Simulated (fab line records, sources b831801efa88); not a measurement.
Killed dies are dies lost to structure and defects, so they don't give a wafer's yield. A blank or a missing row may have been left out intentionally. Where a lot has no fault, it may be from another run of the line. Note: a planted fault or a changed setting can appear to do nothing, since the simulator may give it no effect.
One fault through the eyes of 2 desks	flow sky130	every desk sees just its own numbers, and what lay behind them comes last

## FOR THE TOOL OWNER'S DESK: implanter-02
SKY_NWELL_IMPLANT_24, tool's own readings: per-lot mean of the sampled wafers with a number, covering each lot this tool ran. If a lot's mean is further than 4 standard deviations from the usual mean, the lot is out of limits and carries the mark OUT (the distance appears in the brackets).
Columns: A = beamEnergyKeV at SKY_NWELL_IMPLANT_24, usual 139.99; B = beamOnS at SKY_NWELL_IMPLANT_24, usual 10.00 s
lot	first seen here	A	B
L743	day 5 08:34	140.05	10.09
L744	day 5 17:40	139.96	10.15
L746	day 6 05:29	140.00	10.18
L747	day 6 10:11	139.98	10.09
L752	day 8 04:20	153.80 (+99 or more) OUT	9.96
L753	day 8 08:53	153.83 (+99 or more) OUT	9.96
Finding of this desk: L752, L753 out of limits; the first was L752 at day 8 04:20, on beamEnergyKeV at SKY_NWELL_IMPLANT_24. L743, L744, L746, L747 stayed within limits.

## AT THE METROLOGY DESK
Means of the sampled wafers that have a number, per lot and without regard to the tool the lot ran on: this is what the gauges read. If a lot's mean is further than 4 standard deviations from the usual mean, the lot is out of limits and carries the mark OUT (the distance appears in the brackets).
Columns: A = cdNm at SKY_VT_ADJUST_HVTP_CD_MEAS_07, usual 379.8 nm; B = VT_ADJUST_LVTN_01_OVL at SKY_VT_ADJUST_LVTN_OVL_MEAS_18, usual 1.3 nm; C = VT_ADJUST_HVTR_OVL at SKY_VT_ADJUST_HVTR_OVL_MEAS_08, usual 0.6 nm
lot	first seen here	A	B	C
L742	day 5 21:04	381.5	1.6	1.9
L743	day 6 03:08	382.0	0.9	0.0
L744	day 6 12:35	379.7	2.2	-0.3
L745	day 6 18:59	375.0	1.6	1.2
L746	day 7 00:32	376.5	0.1	1.3
L747	day 7 05:50	380.0	2.2	1.2
L748	day 7 22:25	382.3	0.2	2.5
L749	day 8 13:41	376.8	1.2	-1.9
L752	day 9 01:11	382.3	0.0	0.9
L753	day 9 06:14	378.1	2.0	1.1
L757	day 10 09:43	379.4	2.4	-0.0
L762	day 11 08:47	378.1	0.8	1.6
L763	day 11 14:42	378.6	0.5	-0.1
L765	day 12 00:17	381.0	0.7	1.0
This desk's verdict: no lot among the 14 shows anything out of limits.

## BROUGHT TOGETHER
On L752, L753, at day 8 04:20, an alarm was possible from the tool owner's desk.
At the metrology desk, nothing out of limits was observed.
The metrology desk has L752, L753 on record, within its limits.
The lots listed all ran SKY_NWELL_IMPLANT_24 on implanter-02.

## WHAT THE SIMULATOR PUT IN
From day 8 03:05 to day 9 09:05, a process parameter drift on implanter-02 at SKY_NWELL_IMPLANT_24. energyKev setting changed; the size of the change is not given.
Shown lots that were struck: L752, L753.
How many hours passed from the start of the fault until each desk's first out-of-limits reading: the tool owner's desk, 1.
